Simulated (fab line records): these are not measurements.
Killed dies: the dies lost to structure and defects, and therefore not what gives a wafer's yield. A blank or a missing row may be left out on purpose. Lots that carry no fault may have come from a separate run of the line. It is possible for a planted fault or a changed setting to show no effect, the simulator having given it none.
Which tool is to blame? + flow gf180mcu + 14 lots, 42 wafers sampled, at 5 steps of a route of 602

WHAT THE GAUGES SHOWED, per wafer
GF_POLY_GATE_CD_MEAS_10: the cd target is 280 nm. Usual: cdNm reads 279.8 nm (standard deviation 1.2).
| lot  | measured     | on       | cdNm (nm)         | flag |
|------|--------------|----------|-------------------|------|
| L489 | day 9 06:48  | cdSem-02 | 280.5 282.1 281.1 |      |
| L492 | day 9 21:18  | cdSem-01 | 278.8 278.7 279.1 |      |
| L493 | day 10 05:03 | cdSem-02 | 281.3 280.7 280.8 |      |
| L495 | day 10 21:21 | cdSem-02 | 278.7 279.8 279.6 |      |
| L497 | day 11 14:05 | cdSem-01 | 279.4 279.5 279.4 |      |
| L498 | day 11 18:41 | cdSem-02 | 281.2 279.1 279.3 |      |
| L499 | day 12 03:55 | cdSem-01 | 279.1 277.8 276.9 |      |
| L500 | day 12 12:22 | cdSem-01 | 280.2 280.4 280.3 |      |
| L501 | day 12 20:05 | cdSem-01 | 279.3 279.7 280.0 |      |
| L504 | day 13 12:47 | cdSem-01 | 279.1 279.0 278.2 |      |
| L505 | day 13 21:33 | cdSem-02 | 279.9 279.5 279.6 |      |
| L506 | day 14 05:50 | cdSem-02 | 280.6 279.9 280.1 |      |
| L511 | day 15 21:20 | cdSem-01 | 280.0 279.5 279.5 |      |
| L512 | day 16 02:50 | cdSem-01 | 280.3 279.7 279.7 |      |

GF_HV_LDD_TW_MEAS_38. Usual: HV_LDD_3_TW gives 1422 (standard deviation 9.3).
| lot  | measured     | on           | HV_LDD_3_TW    | flag |
|------|--------------|--------------|----------------|------|
| L489 | day 11 15:47 | filmMetro-03 | 1426 1422 1421 |      |
| L492 | day 12 07:48 | filmMetro-01 | 1422 1419 1425 |      |
| L493 | day 12 16:51 | filmMetro-01 | 1424 1424 1421 |      |
| L495 | day 13 09:38 | filmMetro-04 | 1416 1410 1422 |      |
| L497 | day 14 06:35 | filmMetro-04 | 1410 1417 1409 |      |
| L498 | day 14 09:42 | filmMetro-01 | 1424 1423 1430 |      |
| L499 | day 14 22:04 | filmMetro-03 | 1430 1431 1432 |      |
| L500 | day 15 02:08 | filmMetro-04 | 1410 1404 1415 |      |
| L501 | day 15 18:28 | filmMetro-01 | 1440 1435 1432 |      |
| L504 | day 16 13:32 | filmMetro-03 | 1313 1315 1320 | OFF  |
| L505 | day 16 18:50 | filmMetro-01 | 1317 1321 1315 | OFF  |
| L506 | day 16 22:50 | filmMetro-01 | 1423 1426 1434 |      |
| L511 | day 18 22:05 | filmMetro-03 | 1424 1423 1430 |      |
| L512 | day 19 04:05 | filmMetro-04 | 1411 1412 1409 |      |

GF_HV_LDD_CD_MEAS_46: the cd target is 400 nm. Usual: cdNm reads 400.0 nm (standard deviation 2.4).
| lot  | measured     | on       | cdNm (nm)         | flag |
|------|--------------|----------|-------------------|------|
| L489 | day 12 10:17 | cdSem-01 | 399.6 399.1 398.4 |      |
| L492 | day 13 03:34 | cdSem-02 | 400.4 398.4 400.5 |      |
| L493 | day 13 12:59 | cdSem-02 | 397.9 397.9 399.6 |      |
| L495 | day 14 06:10 | cdSem-02 | 400.8 401.3 400.3 |      |
| L497 | day 15 00:31 | cdSem-02 | 401.0 398.8 400.1 |      |
| L498 | day 15 03:55 | cdSem-01 | 401.2 401.8 401.3 |      |
| L499 | day 15 19:50 | cdSem-01 | 396.8 395.5 398.2 |      |
| L500 | day 15 23:56 | cdSem-02 | 401.5 399.7 404.8 |      |
| L501 | day 16 16:45 | cdSem-02 | 399.4 397.2 399.5 |      |
| L504 | day 17 11:38 | cdSem-01 | 397.9 397.7 396.0 |      |
| L505 | day 17 17:47 | cdSem-02 | 404.5 403.7 404.0 |      |
| L506 | day 17 22:25 | cdSem-02 | 396.5 399.9 397.8 |      |
| L511 | day 19 23:14 | cdSem-01 | 397.4 396.3 396.7 |      |
| L512 | day 20 04:05 | cdSem-01 | 401.4 400.9 401.7 |      |

GF_HV_LDD_TW_MEAS_50. Usual: HV_LDD_4_TW gives 564 (standard deviation 3.9).
| lot  | measured     | on           | HV_LDD_4_TW | flag |
|------|--------------|--------------|-------------|------|
| L489 | day 12 10:41 | filmMetro-04 | 556 559 556 |      |
| L492 | day 13 03:58 | filmMetro-03 | 568 566 570 |      |
| L493 | day 13 13:24 | filmMetro-01 | 563 563 566 |      |
| L495 | day 14 06:34 | filmMetro-01 | 567 568 565 |      |
| L497 | day 15 00:56 | filmMetro-01 | 568 567 568 |      |
| L498 | day 15 04:20 | filmMetro-04 | 555 560 557 |      |
| L499 | day 15 20:13 | filmMetro-03 | 570 566 568 |      |
| L500 | day 16 00:20 | filmMetro-01 | 564 564 568 |      |
| L501 | day 16 17:16 | filmMetro-03 | 568 569 567 |      |
| L504 | day 17 12:02 | filmMetro-03 | 564 564 565 |      |
| L505 | day 17 18:11 | filmMetro-03 | 567 564 568 |      |
| L506 | day 17 22:50 | filmMetro-03 | 568 570 565 |      |
| L511 | day 19 23:38 | filmMetro-03 | 567 568 566 |      |
| L512 | day 20 04:29 | filmMetro-01 | 567 562 562 |      |

TOOL THAT RAN EACH LOT (tool first, then ch and the chambers of the sampled wafers, then the start)
| lot  | GF_HV_LDD_IMPLANT_34            |
|------|---------------------------------|
| L489 | implanter-04 ch 0, day 11 15:14 |
| L492 | implanter-01 ch 0, day 12 07:16 |
| L493 | implanter-03 ch 0, day 12 16:18 |
| L495 | implanter-04 ch 0, day 13 09:06 |
| L497 | implanter-03 ch 0, day 14 06:02 |
| L498 | implanter-01 ch 0, day 14 09:09 |
| L499 | implanter-03 ch 0, day 14 21:32 |
| L500 | implanter-03 ch 0, day 15 01:37 |
| L501 | implanter-03 ch 0, day 15 17:58 |
| L504 | implanter-03 ch 0, day 16 12:59 |
| L505 | implanter-03 ch 0, day 16 18:17 |
| L506 | implanter-01 ch 0, day 16 22:17 |
| L511 | implanter-04 ch 0, day 18 21:32 |
| L512 | implanter-01 ch 0, day 19 03:32 |
- GF_HV_LDD_IMPLANT_34

WHAT THE TOOLS THEMSELVES READ (means of the sampled wafers that have a number; where no wafer has one, the mark that the record gives instead)
GF_HV_LDD_IMPLANT_34. Usual: doseIonsCm2 7.5e+12, standard deviation 8.7e+09; faradayCurrentUA 42.4, standard deviation 0.79; tiltDeg 30.004 degrees, standard deviation 0.021.
| lot  | tool         | doseIonsCm2 | faradayCurrentUA | tiltDeg (degrees) | flag |
|------|--------------|-------------|------------------|-------------------|------|
| L489 | implanter-04 | 7.5e+12     | 42.2             | 29.999            |      |
| L492 | implanter-01 | 7.5e+12     | 42.9             | 29.971            |      |
| L493 | implanter-03 | 7.5e+12     | 42.7             | 30.030            |      |
| L495 | implanter-04 | 7.5e+12     | 42.4             | 30.001            |      |
| L497 | implanter-03 | 7.5e+12     | 41.9             | 30.011            |      |
| L498 | implanter-01 | 7.5e+12     | 41.8             | 30.018            |      |
| L499 | implanter-03 | 7.5e+12     | 42.0             | 30.013            |      |
| L500 | implanter-03 | 7.5e+12     | 43.4             | 30.004            |      |
| L501 | implanter-03 | 7.5e+12     | 42.4             | 29.983            |      |
| L504 | implanter-03 | 7.4e+11     | 4.4              | 30.022            | OFF  |
| L505 | implanter-03 | 7.4e+11     | 4.2              | 30.000            | OFF  |
| L506 | implanter-01 | 7.5e+12     | 42.7             | 30.021            |      |
| L511 | implanter-04 | 7.5e+12     | 42.8             | 30.026            |      |
| L512 | implanter-01 | 7.5e+12     | 42.4             | 29.955            |      |

THE ANSWER, worked out from the rows above alone
Rule: lot off if the mean of its wafers having a number is beyond 3 standard deviations from the usual mean. Also off: a lot with no number at a reading for which 4 or more lots have one. The other lots that the step has rows for count as sound. Order of review: gauges by route order, followed by the tools' own readings, for which a lot's mean as printed above is used. The first step at which some lot is off is used, and at that step the reading that is off furthest; a lot without a number counts as furthest.
Off: L504, L505, at GF_HV_LDD_TW_MEAS_38 (HV_LDD_3_TW).
A tool fits if, at a process step before that reading, it ran every lot that is off, and no sound lot after the first of them. The gauges at GF_HV_LDD_TW_MEAS_38 aren't tried: what is off there is off at GF_HV_LDD_IMPLANT_34 too, on other tools, and a gauge's error can't cause that. One fits: GF_HV_LDD_IMPLANT_34 on implanter-03. A fault onset in the window from L501 (day 15 17:58, its last sound lot) to L504 (day 16 12:59, its first lot off) fits.
The tool's own readings at GF_HV_LDD_IMPLANT_34 bear it out: on the lots that are off they differ by more than 5 times the standard deviation of the sound lots' means. doseIonsCm2 reads 7.4e+11 there against 7.5e+12 on the sound lots; faradayCurrentUA reads 4.3 there against 42.5 on the sound lots.

WHAT THE SIMULATOR HAD PUT IN
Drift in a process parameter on implanter-03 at GF_HV_LDD_IMPLANT_34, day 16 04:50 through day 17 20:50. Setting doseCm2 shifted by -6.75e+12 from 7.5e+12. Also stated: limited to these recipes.
Struck lots among those shown: L504, L505. Same finding as the rule above.
